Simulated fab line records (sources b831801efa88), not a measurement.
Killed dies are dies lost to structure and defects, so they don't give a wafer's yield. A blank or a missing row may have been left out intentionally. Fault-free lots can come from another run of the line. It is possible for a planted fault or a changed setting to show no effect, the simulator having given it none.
Which tool is to blame? | flow sky130 | 21 wafers from 7 lots sampled at 2 of the route's 708 steps

== WHAT THE GAUGES SHOWED, per wafer ==
SKY_METAL3_CD_MEAS_13: the cd target is 300 nm.
lot  | measured     | on        | cd-nm (nm)
L185 | day 39 00:39 | cd-sem-01 | 300.6 299.4 297.4
L188 | day 39 17:04 | cd-sem-01 | 299.9 301.0 300.4
L191 | day 41 13:11 | cd-sem-02 | 299.6 300.5 299.2
L192 | day 41 15:03 | cd-sem-02 | 299.7 298.4 299.0
L196 | day 42 08:49 | cd-sem-01 | 213.5 244.7 188.3
L204 | day 44 22:32 | cd-sem-01 | 297.7 298.5 297.7
L205 | day 44 23:40 | cd-sem-02 | 298.4 298.0 299.3

== EACH LOT AND THE TOOL THAT RAN IT (in order: tool; ch and the chambers of the sampled wafers; start) ==
lot  | SKY_METAL3_EXPOSE_10
L185 | krf-scanner-01 ch 0, day 38 12:41
L188 | krf-scanner-02 ch 0, day 39 04:45
L191 | krf-scanner-02 ch 0, day 41 01:35
L192 | krf-scanner-02 ch 0, day 41 03:01
L196 | krf-scanner-02 ch 0, day 41 21:04
L204 | krf-scanner-01 ch 0, day 44 11:19
L205 | krf-scanner-01 ch 0, day 44 12:54
- SKY_METAL3_EXPOSE_10: exposes mask MM3, target cd 300 nm.

== THE ANSWER, worked out from the rows above alone ==
Rule: usual is defined by the lots themselves. Put in order of their means at a reading, lots are off if they are a third of the lots or fewer, leave a main group of 4 or more, and stand apart from it by a gap of 3 or more times the standard deviation of the main group's means; of several such gaps the widest counts. The tables above print the reading to a certain number of digits; a main group whose means all agree to those digits is not used. Also off: a lot with no number at a reading for which 4 or more lots have one. Any other lot the step has rows for is counted as sound.
Off, at SKY_METAL3_CD_MEAS_13 on cd-nm: L196. Mean 299.1 nm and standard deviation 0.79 in the main group.
A tool fits if, at a process step before that reading, it ran every lot that is off, and no sound lot after the first of them. Those tools and the gauges at SKY_METAL3_CD_MEAS_13 are tried in the same way. One candidate fits, namely krf-scanner-02 at SKY_METAL3_EXPOSE_10. A fault onset in the window from L192 (day 41 03:01, its last sound lot) to L196 (day 41 21:04, its first lot off) fits.

== WHAT WAS PUT IN BY THE SIMULATOR ==
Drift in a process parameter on krf-scanner-02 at SKY_METAL3_EXPOSE_10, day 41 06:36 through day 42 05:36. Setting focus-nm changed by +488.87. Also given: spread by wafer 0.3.
Shown lots that were struck: L196. Same finding as the rule above.
